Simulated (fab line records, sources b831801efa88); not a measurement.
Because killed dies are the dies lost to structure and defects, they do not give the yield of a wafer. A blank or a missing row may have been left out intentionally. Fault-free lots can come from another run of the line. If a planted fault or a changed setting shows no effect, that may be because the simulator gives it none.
A struck lot beside a sound one | flow sky130 | 21 steps out of a route of 708
Sound: wafers L484.2, L484.3, L484.4. Struck: wafer L482.1; the same lot's L482.2 was not struck, so it is left out; see the end for the cause.
Each step with rows lists, per side, the tool, then ch with its chambers, then its first start. Under that, the readings that differ: sound wafers | struck wafers | difference of the means | sigmas: that difference in standard deviations of wafers without a fault.
alike: same words and numbers on both sides, and readings whose means sit less than 2 such deviations apart. not compared: any withheld reading, any reading some wafer has no value for, any bound like >300 that may hide the same value, and any number with overlapping values for which the record gives no deviation.
Wherever a step has rows on one side only, a row that says differs or no value, or a row with sigmas, the two part there. Non-overlapping numbers with no deviation appear without sigmas and do not part them. Lack of a reading on every wafer of one side parts them only where that side has two or more wafers.

SKY_SD_N_RS_MEAS_17: measures by four-point-probe.
  sound: film-metro-04 at day 34 07:38; struck: film-metro-02 at day 33 23:24
  alike: SD_P_RS
SKY_SD_N_RS_MEAS_18: measures by four-point-probe.
  sound: film-metro-04 at day 34 07:45; struck: film-metro-02 at day 33 23:31
  alike: RES_XHIGH_RS
then, 2 steps without rows for these wafers: SKY_SALICIDE_CLEAN_00 (cleans in HF-last, time 30 s); SKY_LI_CONTACT_HDPCVD_00 (deposits PSG, target thk 930 nm, time 155 s).
SKY_LI_CONTACT_THK_MEAS_01:
  sound: film-metro-02 at day 34 07:59; struck: film-metro-04 at day 33 23:46
  alike: LI_CONTACT_HDPCVD_THK
SKY_LI_CONTACT_CMP_02: polishes PSG.
  sound on cmp-02 ch 0,1,3, day 34 08:02; struck on cmp-02 ch 2, day 33 23:49
  alike: motor-current-A, time-to-endpoint-s
SKY_LI_CONTACT_BOW_MEAS_03:
  sound: film-metro-03 at day 34 08:23; struck: film-metro-02 at day 34 00:07
  reading             | sound    | struck | difference | sigmas
  LI_CONTACT_BOW (um) | 52 50 43 | 62     | +14        | +2
then, 5 steps without rows for these wafers: SKY_LI_CONTACT_DEHYDRATE_04 (time 60 s); SKY_LI_CONTACT_HMDS_05 (prime time 60 s); SKY_LI_CONTACT_COAT_06 (resist thk 60 nm); SKY_LI_CONTACT_COAT_07 (resist thk 450 nm); SKY_LI_CONTACT_SOFTBAKE_08 (time 90 s).
SKY_LI_CONTACT_EXPOSE_09: exposes mask LICM1, target cd 170 nm.
  sound on krf-scanner-01 ch 0, day 34 22:10; struck on krf-scanner-02 ch 0, day 34 13:33
  alike: mask
then, 2 steps without rows for these wafers: SKY_LI_CONTACT_PEB_10; SKY_LI_CONTACT_DEVELOP_11 (develop time 60 s).
SKY_LI_CONTACT_CD_MEAS_12: target cd 170 nm.
  sound: cd-sem-01 at day 35 11:17; struck: cd-sem-01 at day 35 02:48
  alike: cd-nm
SKY_LI_CONTACT_OVL_MEAS_13:
  sound: overlay-02 at day 35 11:23; struck: overlay-02 at day 35 02:55
  alike: LI_CONTACT_OVL
SKY_LI_CONTACT_ETCH_14: etches BARC in N2/H2, stops on SiO2, time 45.9 s, target depth 60 nm.
  sound on rie-diel-02 ch 0,2,3, day 35 11:25; struck on rie-diel-02 ch 3, day 35 02:58
  reading                     | sound             | struck | difference | sigmas
  oes-product-au (a.u.)       | 0.848 0.861 0.853 | 0.867  | +0.013     | +3
  model.LI_CONTACT.cd-nm (nm) | 168.9 171.3 168.8 | 167.4  | -2.3       |
  alike: drypump-motor-current-A, throttle-valve-pct
  not compared: rf-hours-counter-h
SKY_LI_CONTACT_ETCH_15: etches PSG in C4F8/O2/Ar, stops on Si, target depth 600 nm.
  sound on rie-diel-02 ch 0,2,3, day 35 11:28; struck on rie-diel-02 ch 3, day 35 03:00
  reading                     | sound           | struck | difference | sigmas
  model.LI_CONTACT.cd-nm (nm) | 169 171.3 168.9 | 167.7  | -2.0       |
  alike: oes-product-au
SKY_LI_CONTACT_STRIP_16: strips in O2/N2.
  sound on plasma-asher-03 ch 0,1, day 35 11:33; struck on plasma-asher-03 ch 0, day 35 03:05
  alike: drypump-motor-current-A, oes-product-au, strip-time-to-endpoint-s
  not compared: rf-hours-counter-h
-- a jump in the record: the struck wafers' starts before and after are 15 days apart (it breaks off in module LI_CONTACT and resumes in module PAD_OPEN, where the first step shown is number 708 of the route) --
SKY_PAD_OPEN_PROBE_99:
  the record has rows for the struck wafers here (prober-02, day 50 00:31) and none for the sound ones

## WHERE THEY PART
First at SKY_LI_CONTACT_BOW_MEAS_03; last, within this record, at SKY_PAD_OPEN_PROBE_99.

WHY: whatever the simulator had introduced
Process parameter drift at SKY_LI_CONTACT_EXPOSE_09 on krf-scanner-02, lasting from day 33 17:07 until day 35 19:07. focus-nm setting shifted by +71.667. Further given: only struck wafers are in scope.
